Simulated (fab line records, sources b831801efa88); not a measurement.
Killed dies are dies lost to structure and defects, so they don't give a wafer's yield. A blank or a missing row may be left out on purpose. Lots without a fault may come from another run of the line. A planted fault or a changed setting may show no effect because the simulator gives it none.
Which tool did it? | flow sfq_line | 13 lots, 39 wafers sampled, at 4 steps of a route of 325

WHAT THE GAUGES READ, wafer by wafer
SFQ_I3_BOW_MEAS_922. Usual: I3_BOW 2 um, standard deviation 8.5.
lot  | measured     | on            | I3_BOW (um) | flag
L768 | day 29 15:00 | film_metro-01 | -14 -13 -22 |
L769 | day 30 07:20 | film_metro-01 | -5 -3 -7    |
L770 | day 30 13:20 | film_metro-01 | -4 -10 -9   |
L772 | day 30 22:21 | film_metro-04 | 19 14 6     |
L773 | day 31 07:21 | film_metro-04 | -9 0 -2     |
L775 | day 31 13:20 | film_metro-04 | 14 9 8      |
L777 | day 33 22:20 | film_metro-03 | 1 7 17      |
L778 | day 34 07:20 | film_metro-03 | 12 5 -4     |
L780 | day 35 10:42 | film_metro-01 | -1 4 14     |
L782 | day 35 19:41 | film_metro-04 | -4 -11 -16  |
L784 | day 36 22:20 | film_metro-04 | 2 2 0       |
L787 | day 38 04:20 | film_metro-01 | 13 5 1      |
L790 | day 39 14:38 | film_metro-03 | 12 17 9     |

WHICH TOOL RAN EACH LOT (tool, then ch and the chambers of the sampled wafers, then the start)
lot  | SFQ_TRILAYER_I1_VIA_STRIP_STRIP_053 | SFQ_TRILAYER_I2_METRO_MEASURE_065 | SFQ_TRILAYER_I2_VIA_BARC_OPEN_VIA_ETCH_096
L768 | rie_metal-02 ch 0,1, day 17 07:45   | film_metro-03, day 21 12:13       | rie_diel-02 ch 0,3, day 26 01:50
L769 | rie_metal-01 ch 0,1, day 17 23:03   | film_metro-02, day 22 00:49       | rie_diel-04 ch 0,1,3, day 26 13:50
L770 | rie_metal-01 ch 0,1, day 18 01:27   | film_metro-04, day 22 06:08       | rie_diel-04 ch 0,2,3, day 26 19:50
L772 | rie_metal-02 ch 0,1, day 18 16:36   | film_metro-04, day 22 22:48       | rie_diel-04 ch 0,2, day 27 09:02
L773 | rie_metal-01 ch 1, day 19 03:36     | film_metro-02, day 23 12:38       | rie_diel-03 ch 1,2, day 27 23:26
L775 | rie_metal-01 ch 0,1, day 19 11:48   | film_metro-03, day 24 00:40       | rie_diel-03 ch 1,2,3, day 28 09:02
L777 | rie_metal-02 ch 0,1, day 20 23:48   | film_metro-04, day 25 23:36       | rie_diel-04 ch 0,1,2, day 30 13:22
L778 | rie_metal-01 ch 0,1, day 21 10:36   | film_metro-04, day 26 11:36       | rie_diel-03 ch 0,2, day 30 22:58
L780 | rie_metal-02 ch 0,1, day 22 08:12   | film_metro-02, day 27 15:16       | rie_diel-02 ch 1,2, day 32 01:10
L782 | rie_metal-02 ch 0,1, day 23 03:21   | film_metro-04, day 28 03:04       | rie_diel-02 ch 0,1,2, day 32 16:25
L784 | rie_metal-02 ch 0,1, day 23 14:32   | film_metro-02, day 28 21:26       | rie_diel-02 ch 1,3, day 33 12:49
L787 | rie_metal-01 ch 0,1, day 24 19:08   | film_metro-03, day 30 01:27       | rie_diel-04 ch 0,3, day 34 17:37
L790 | rie_metal-03 ch 0,1, day 26 12:13   | film_metro-04, day 32 00:19       | rie_diel-04 ch 1,2,3, day 36 06:49
- SFQ_TRILAYER_I1_VIA_STRIP_STRIP_053: strips in O2.
- SFQ_TRILAYER_I2_METRO_MEASURE_065
- SFQ_TRILAYER_I2_VIA_BARC_OPEN_VIA_ETCH_096: etches BARC in O2, target depth 125 nm, time 41.7 s.

WHAT THE TOOLS THEMSELVES READ (means of the sampled wafers that have a number; where no wafer has one, the mark that the record gives instead)
SFQ_TRILAYER_I1_VIA_STRIP_STRIP_053. Usual: drypump_motor_current_A 5.87 A, standard deviation 0.19; oes_product_au 0.997 a.u., standard deviation 0.0077; platen_temp_c 40.01 C, standard deviation 0.1.
lot  | tool         | drypump_motor_current_A (A) | oes_product_au (a.u.) | platen_temp_c (C) | flag
L768 | rie_metal-02 | 5.81                        | 0.991                 | 39.96             |
L769 | rie_metal-01 | 5.84                        | 0.999                 | 39.95             |
L770 | rie_metal-01 | 5.83                        | 0.996                 | 40.04             |
L772 | rie_metal-02 | 5.83                        | 1.002                 | 40.00             |
L773 | rie_metal-01 | 5.85                        | 0.994                 | 39.90             |
L775 | rie_metal-01 | 5.81                        | 0.999                 | 39.97             |
L777 | rie_metal-02 | 6.03                        | 0.999                 | 39.94             |
L778 | rie_metal-01 | 5.80                        | 0.999                 | 40.04             |
L780 | rie_metal-02 | 5.81                        | 0.990                 | 40.02             |
L782 | rie_metal-02 | 5.84                        | 1.003                 | 40.16             |
L784 | rie_metal-02 | 6.05                        | 1.002                 | 39.96             |
L787 | rie_metal-01 | 5.82                        | 0.996                 | 40.15             |
L790 | rie_metal-03 | 5.93                        | 0.999                 | 39.98             |

SFQ_TRILAYER_I2_METRO_MEASURE_065. Usual: thk_nm 200.2 nm, standard deviation 0.88.
lot  | tool          | thk_nm (nm) | flag
L768 | film_metro-03 | 199.7       |
L769 | film_metro-02 | 201.6       |
L770 | film_metro-04 | 200.0       |
L772 | film_metro-04 | 200.6       |
L773 | film_metro-02 | 200.1       |
L775 | film_metro-03 | 200.0       |
L777 | film_metro-04 | 199.9       |
L778 | film_metro-04 | 201.0       |
L780 | film_metro-02 | 200.5       |
L782 | film_metro-04 | 199.5       |
L784 | film_metro-02 | 200.7       |
L787 | film_metro-03 | 200.2       |
L790 | film_metro-04 | 199.1       |

SFQ_TRILAYER_I2_VIA_BARC_OPEN_VIA_ETCH_096. Usual: bias_w 79.98 W, standard deviation 0.26; drypump_motor_current_A 5.5 A, standard deviation 0.39; oes_product_au 0.685 a.u., standard deviation 0.005; rf_fwd_power_W 494.6 W, standard deviation 2.1.
lot  | tool        | bias_w (W) | drypump_motor_current_A (A) | oes_product_au (a.u.) | rf_fwd_power_W (W) | flag
L768 | rie_diel-02 | 79.79      | 5.8                         | 0.688                 | 492.9              |
L769 | rie_diel-04 | 80.25      | 5.2                         | 0.682                 | 494.1              |
L770 | rie_diel-04 | 79.93      | 5.0                         | 0.682                 | 497.1              |
L772 | rie_diel-04 | 79.98      | 5.1                         | 0.682                 | 493.6              |
L773 | rie_diel-03 | 79.94      | 5.5                         | 0.689                 | 494.2              |
L775 | rie_diel-03 | 79.90      | 5.7                         | 0.686                 | 495.6              |
L777 | rie_diel-04 | 79.67      | 5.3                         | 0.685                 | 496.6              |
L778 | rie_diel-03 | 80.04      | 5.7                         | 0.690                 | 495.0              |
L780 | rie_diel-02 | 80.24      | 5.4                         | 0.685                 | 494.2              |
L782 | rie_diel-02 | 80.12      | 5.6                         | 0.686                 | 494.2              |
L784 | rie_diel-02 | 82.61      | 5.5                         | 0.687                 | 492.3              | OFF
L787 | rie_diel-04 | 80.16      | 5.0                         | 0.684                 | 494.6              |
L790 | rie_diel-04 | 79.90      | 5.4                         | 0.688                 | 495.6              |

THE ANSWER, worked out from the rows above alone
Rule: a lot is off if the mean of its wafers that have a number lies more than 3 standard deviations from the usual mean. A lot without any number at a reading at which 4 lots or more have one is off too. The other lots that the step has rows for count as sound. The gauges are gone through in route order, then the tools' own readings, and for those a lot's mean is taken as printed above. The first step at which some lot is off is used, and at that step the reading that is off furthest; a lot without a number counts as furthest.
Off: L784, at SFQ_TRILAYER_I2_VIA_BARC_OPEN_VIA_ETCH_096 (bias_w).
A tool fits if, at that step or a process step before it, it ran every lot that is off, and no sound lot after the first of them. Can't be told from this: 3 tools fit, rie_metal-02 at SFQ_TRILAYER_I1_VIA_STRIP_STRIP_053, film_metro-02 at SFQ_TRILAYER_I2_METRO_MEASURE_065, rie_diel-02 at SFQ_TRILAYER_I2_VIA_BARC_OPEN_VIA_ETCH_096.

WHAT THE SIMULATOR HAD PUT IN
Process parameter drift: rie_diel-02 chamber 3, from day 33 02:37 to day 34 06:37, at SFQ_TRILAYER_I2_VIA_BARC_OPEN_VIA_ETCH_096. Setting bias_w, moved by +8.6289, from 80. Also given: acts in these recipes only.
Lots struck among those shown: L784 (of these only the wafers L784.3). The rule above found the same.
